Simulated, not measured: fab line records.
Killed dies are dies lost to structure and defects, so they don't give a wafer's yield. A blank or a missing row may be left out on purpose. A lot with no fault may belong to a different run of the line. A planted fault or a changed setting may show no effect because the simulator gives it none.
Comparing a struck lot with a sound one ; flow sky130 ; 17 steps out of a route of 708
Sound: the wafers L243.1, L243.4, L243.6. Struck: wafer L248.4 (L248.2, L248.6, from the same lot, were not struck and are left out); the cause is given at the end.
Order at every step that has rows: each side's tool, ch and its chambers, its first start. Under that, the readings that differ: sound wafers ; struck wafers ; difference of the means ; sigmas: that difference in standard deviations of wafers without a fault.
alike: a reading whose means differ by less than 2 such deviations, as well as words and numbers matching on both sides. not compared: withheld readings; readings where some wafer has no value; bounds like >300 that might hide an equal value; numbers whose values overlap and for which the record gives no deviation.
A row with sigmas, a row that says differs or no value, or rows on one side alone: a step with any of these is where the two part. When numbers do not overlap yet have no deviation, they are printed without sigmas and do not part them. A reading missing from all wafers of one side parts the sides only when that side holds two or more wafers.

SKY_LI_CONTACT_CMP_02: polishes PSG.
  sound on cmp-01 ch 0,1,2, day 29 07:15; struck on cmp-01 ch 2, day 30 22:31
  alike: head_pressure_psi, motor_current_A, time_to_endpoint_s
SKY_LI_CONTACT_BOW_MEAS_03:
  sound on film_metro-01, day 29 07:30; struck on film_metro-03, day 30 22:50
  alike: LI_CONTACT_BOW
then, 8 steps without rows for these wafers: SKY_LI_CONTACT_DEHYDRATE_04 (time 60 s); SKY_LI_CONTACT_HMDS_05 (prime time 60 s); SKY_LI_CONTACT_COAT_06 (resist thk 60 nm); SKY_LI_CONTACT_COAT_07 (resist thk 450 nm); SKY_LI_CONTACT_SOFTBAKE_08 (time 90 s); SKY_LI_CONTACT_EXPOSE_09 (exposes mask LICM1, target cd 170 nm); SKY_LI_CONTACT_PEB_10; SKY_LI_CONTACT_DEVELOP_11 (develop time 58.31 s).
SKY_LI_CONTACT_CD_MEAS_12: the cd target is 170 nm.
  sound on cd_sem-02, day 30 11:38; struck on cd_sem-02, day 32 02:03
  alike: cd_nm
SKY_LI_CONTACT_OVL_MEAS_13:
  sound on overlay-02, day 30 11:45; struck on overlay-02, day 32 02:10
  alike: LI_CONTACT_OVL
SKY_LI_CONTACT_ETCH_14: etches BARC in N2/H2, stops on SiO2, time 45.9 s, target depth 60 nm.
  sound on rie_diel-02 ch 0,3, day 30 11:47; struck on rie_diel-02 ch 2, day 32 02:11
reading;sound;struck;difference;sigmas
oes_product_au (a.u.);0.854 0.853 0.860;1.000;+0.144;+31
run_length_s (s);74.4 74.9 74.5;41.1;-33.5;-70
model.etch.depth_nm (nm);60.14 60.23 60.17;21.46;-38.72;
model.KrF-thick_of_LI_CONTACT_COAT_07.thk_nm (nm);394.7 394.3 394.9;425.8;+31.2;
model.LI_CONTACT.cd_nm (nm);167.3 169.6 167.9;162.7;-5.6;
  alike: chamber_pressure_mTorr, drypump_motor_current_A, n2_flow_sccm, throttle_valve_pct
  not compared: rf_fwd_power_W, rf_hours_counter_h
SKY_LI_CONTACT_ETCH_15: etches PSG in C4F8/O2/Ar, stops on Si, target depth 600 nm.
  sound on rie_diel-02 ch 0,3, day 30 11:49; struck on rie_diel-02 ch 2, day 32 02:14
reading;sound;struck;difference;sigmas
rf_fwd_power_W (W);1493 1491 1497;1479;-15;-3
model.KrF-thick_of_LI_CONTACT_COAT_07.thk_nm (nm);237.1 231.3 235.7;265.3;+30.6;
model.LI_CONTACT.cd_nm (nm);168.3 169.7 168.7;162.6;-6.3;
  alike: chamber_pressure_mTorr, oes_product_au
SKY_LI_CONTACT_STRIP_16: strips in O2/N2.
  sound on plasma_asher-01 ch 0,1, day 30 11:55; struck on plasma_asher-02 ch 0, day 32 02:19
reading;sound;struck;difference;sigmas
drypump_motor_current_A (A);5.1 5.0 5.6;6.4;+1.2;+2
oes_product_au (a.u.);0.374 0.377 0.381;0.390;+0.013;+3
strip_time_to_endpoint_s (s);3.56 3.47 3.54;3.87;+0.35;+10
  alike: chamber_pressure_mTorr, n2_flow_sccm
  not compared: rf_hours_counter_h
then, 1 step without rows for these wafers: SKY_LI_CONTACT_CLEAN_17 (cleans in NMP, time 600 s).
-- a jump in the record: the struck wafers' starts before and after are 16 days apart (it breaks off in module LI_CONTACT and resumes in module PAD_OPEN, where the first step shown is number 708 of the route) --
SKY_PAD_OPEN_PROBE_99:
  sound on prober-02, day 46 16:15; struck on prober-01, day 47 23:50
reading;sound;struck;difference;sigmas
model.etest.licon_pdiff.rc_ohm;594.4 575 603.2;736.9;+146.0;
model.etest.pfet_01v8.r_on_ohm_um;3016 3025 2959;3057;+57;
model.etest.pfet_g5v0d10v5.r_on_ohm_um;4799 4839 4699;4969;+190;
model.etest.nfet_g5v0d10v5.r_on_ohm_um;1880 1888 1884;1988;+104;
model.etest.nfet_01v8.r_on_ohm_um;845 838.1 825.3;878.5;+42.4;
model.etest.licon_high_po.rc_ohm;358.8 341 354.6;425.9;+74.4;
model.etest.licon_ndiff.rc_ohm;183.2 183 188.8;239.1;+54.1;
model.etest.sonos_uncharged.r_on_ohm_um;806.1 805 810.3;866.8;+59.7;
  alike: killed_at_M0_to_M3, killed_at_M4_up, killed_at_contacts, killed_at_front_end, killed_at_other, killed_dies, killed_open, killed_short

== WHERE THEY PART ==
Last at SKY_LI_CONTACT_STRIP_16 as far as this record goes, first at SKY_LI_CONTACT_ETCH_14. Later steps at which nothing parts them and some readings are alike: SKY_PAD_OPEN_PROBE_99.

WHY: whatever the simulator had introduced
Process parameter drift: rie_diel-02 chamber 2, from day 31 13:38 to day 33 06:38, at SKY_LI_CONTACT_ETCH_14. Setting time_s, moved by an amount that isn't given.
